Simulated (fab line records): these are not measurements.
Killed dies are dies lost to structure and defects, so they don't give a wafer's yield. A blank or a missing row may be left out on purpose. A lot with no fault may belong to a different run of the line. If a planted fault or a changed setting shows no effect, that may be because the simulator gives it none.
A lot that was struck, set against a sound lot | flow sky130 | 14 steps out of a route of 708
Sound: these wafers, L960.2, L960.5, L960.6. The struck wafers were L970.1, L970.2, L970.5. At the end, the cause is stated.
Per side, at each step with rows, come the tool, then ch with its chambers, and then its first start. Under that, the readings that differ: sound wafers | struck wafers | difference of the means | sigmas: that difference in standard deviations of wafers without a fault.
alike: words and numbers the same on both sides, and readings whose means are apart by under 2 such deviations; not compared: readings that were withheld, readings missing a value for some wafer, numbers with overlapping values and no deviation given by the record, and bounds like >300 which may hide the same value.
Wherever a step has rows on one side only, a row that says differs or no value, or a row with sigmas, the two part there. Numbers that have no deviation but don't overlap get no sigmas and don't part them. A reading missing from all wafers of one side parts the sides only when that side holds two or more wafers.

first, 1 step without rows for these wafers: SKY_VT_ADJUST_HVTP_DEVELOP_06 (develop time 60 s).
SKY_VT_ADJUST_HVTP_CD_MEAS_07 targets a cd of 380 nm.
  sound: cd sem-02 at day 7 23:12; struck: cd sem-02 at day 10 16:38
  reading    | sound             | struck            | difference | sigmas
  cd nm (nm) | 375.3 377.3 377.8 | 382.5 381.5 383.4 | +5.7       | +2
SKY_VT_ADJUST_HVTP_OVL_MEAS_08:
  sound: overlay-02 at day 7 23:19; struck: overlay-02 at day 10 16:45
  alike: VT_ADJUST_HVTP_OVL
following that, these wafers have no rows for 1 step: SKY_VT_ADJUST_HVTP_IMPLANT_09.
SKY_VT_ADJUST_HVTP_STRIP_10: strips in O2/N2.
  sound on plasma asher-04 ch 0,1, day 7 23:29; struck on plasma asher-02 ch 0,1, day 10 16:56
  alike: drypump motor current A, oes product au, strip time to endpoint s
  not compared: rf hours counter h
SKY_VT_ADJUST_HVTP_TW_MEAS_11:
  sound: film metro-04 at day 7 23:36; struck: film metro-03 at day 10 17:02
  alike: VT_ADJUST_HVTP_TW
then, 6 steps without rows for these wafers: SKY_VT_ADJUST_LVTN_DEHYDRATE_00 (time 60 s); SKY_VT_ADJUST_LVTN_HMDS_01 (prime time 60 s); SKY_VT_ADJUST_LVTN_COAT_02 (resist thk 3000 nm); SKY_VT_ADJUST_LVTN_SOFTBAKE_03; SKY_VT_ADJUST_LVTN_EXPOSE_04 (exposes mask NWM COMPLEMENT LESS NATIVE, target cd 840 nm); SKY_VT_ADJUST_LVTN_PEB_05.
SKY_VT_ADJUST_LVTN_DEVELOP_06: develop time 60 s.
  struck on litho track-04, day 11 15:00; sound on litho track-02 ch 0, day 8 20:00
  no value came back on the struck wafers for chill plate temp C (C), develop time s (s), exhaust pa (Pa), resist line temp C (C); on the sound wafers chill plate temp C (C) reads 22.98 23.13 22.90
SKY_VT_ADJUST_LVTN_OVL_MEAS_07:
  sound: overlay-02 at day 8 20:43; struck: overlay-01 at day 11 15:19
  reading                 | sound         | struck | difference                    | sigmas
  VT_ADJUST_LVTN_OVL (nm) | 0.1 -1.3 -0.2 | - - -  | no value on the struck wafers |

== WHERE THEY PART ==
Last at SKY_VT_ADJUST_LVTN_OVL_MEAS_07 as far as this record goes, first at SKY_VT_ADJUST_HVTP_CD_MEAS_07.

WHY: what had been put in by the simulator
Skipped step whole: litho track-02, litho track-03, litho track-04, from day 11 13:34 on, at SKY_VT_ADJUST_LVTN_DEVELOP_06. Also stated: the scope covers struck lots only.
